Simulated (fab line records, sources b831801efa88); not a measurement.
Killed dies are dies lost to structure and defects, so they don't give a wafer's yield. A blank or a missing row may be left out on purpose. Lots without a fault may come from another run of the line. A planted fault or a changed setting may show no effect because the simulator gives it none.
Split-lot experiment | flow sky130 | 5 lots, 23 wafers read, on a route of 708 steps

THE SPLIT
At SKY_FIELD_ISO_ETCH_15 (etches the open film in CHF3/O2, stops on Si, target depth 180 nm, time 72 s), the setting time_s was moved away from the recipe's 72 s on 9 of the 23 wafers read, by -9.0% to +13.2%. The other wafers ran this setting at the recipe's value.

The reading is taken at the split's own step.

THE READING
KrF-thick_of_FIELD_ISO_COAT_08.thk_nm (the simulator's own value, which no gauge read), in nm, at SKY_FIELD_ISO_ETCH_15 (etches the open film in CHF3/O2, stops on Si, target depth 180 nm, time 72 s). The file gives no usual value for it. The 14 wafers here that ran the recipe average 236.7 nm, standard deviation 2 nm.

wafer  | tool, chamber at the split | time_s as run, s | against the recipe | KrF-thick_of_FIELD_ISO_COAT_08.thk_nm, nm | against lot-mates on the recipe
L074.1 | rie_diel-02, 0             | 72               | recipe             | 239.2                                     | -
L074.2 | rie_diel-02, 1             | 68.21            | -5.3%              | 245.9                                     | +7.5
L074.3 | rie_diel-02, 2             | 68.21            | -5.3%              | 238.3                                     | -0.1
L074.5 | rie_diel-02, 2             | 68.21            | -5.3%              | 237.7                                     | -0.7
L074.6 | rie_diel-02, 3             | 72               | recipe             | 237.6                                     | -
L076.1 | rie_diel-04, 2             | 72               | recipe             | 236.9                                     | -
L076.2 | rie_diel-04, 1             | 72               | recipe             | 234.6                                     | -
L076.5 | rie_diel-04, 1             | 72               | recipe             | 234.9                                     | -
L079.1 | rie_diel-04, 2             | 65.51            | -9.0%              | 248.9                                     | +10.9
L079.2 | rie_diel-04, 0             | 65.51            | -9.0%              | 246.9                                     | +8.9
L079.3 | rie_diel-04, 1             | 72               | recipe             | 240.3                                     | -
L079.4 | rie_diel-04, 3             | 72               | recipe             | 239.4                                     | -
L079.5 | rie_diel-04, 2             | 72               | recipe             | 234.3                                     | -
L080.2 | rie_diel-04, 0             | 72               | recipe             | 235.4                                     | -
L080.3 | rie_diel-04, 2             | 72               | recipe             | 233.9                                     | -
L080.4 | rie_diel-04, 1             | 72               | recipe             | 238.8                                     | -
L080.5 | rie_diel-04, 0             | 81.51            | +13.2%             | 215.2                                     | -20.8
L080.6 | rie_diel-04, 1             | 81.51            | +13.2%             | 217.5                                     | -18.5
L083.1 | rie_diel-04, 2             | 68.62            | -4.7%              | 243.7                                     | +7.5
L083.2 | rie_diel-04, 0             | 72               | recipe             | 235.2                                     | -
L083.3 | rie_diel-04, 3             | 72               | recipe             | 236.6                                     | -
L083.5 | rie_diel-04, 0             | 68.62            | -4.7%              | 242.4                                     | +6.2
L083.6 | rie_diel-04, 1             | 72               | recipe             | 236.8                                     | -

THE FIT
A straight line over all 23 wafers: KrF-thick_of_FIELD_ISO_COAT_08.thk_nm changes by -1.37 nm for each +1% of time_s; r = -0.95; the points scatter about the line by 2.6 nm.
The same after taking each lot's own level away (the mean of its wafers on the recipe; 23 wafers): -1.27 nm for each +1%; r = -0.93; scatter 2.7 nm.
On that fit, the largest move of time_s shifts the reading by 17 nm.
The lots' own levels span 235.47 to 238.40 nm, that is 1.5 times the standard deviation above.
So the lot-to-lot level changes the slope little: the two slopes agree.
Check: with one of the wafers moved furthest among these (+13.2%) left out of the fit, the line predicts -16 nm for it against its lot-mates. It came out at -20.8 nm against them.

THE WHOLE CHAIN: every reading that the file lists as answering this split, in the file's order
step                   | what it does                                                                 | reading                                                                                | change (the file's fit)              | r (the file's)
SKY_FIELD_ISO_ETCH_15  | etches the open film in CHF3/O2, stops on Si, target depth 180 nm, time 72 s | KrF-thick_of_FIELD_ISO_COAT_08.thk_nm (the simulator's own value, which no gauge read) | -1.29 nm for each +1% of the setting | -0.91
SKY_FIELD_ISO_STRIP_16 | strips in O2/N2                                                              | strip_time_to_endpoint_s                                                               | withheld for each +1% of the setting | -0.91

THE FILE'S OWN FIT
KrF-thick_of_FIELD_ISO_COAT_08.thk_nm changes by -1.29 nm for each +1% of time_s, r = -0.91.
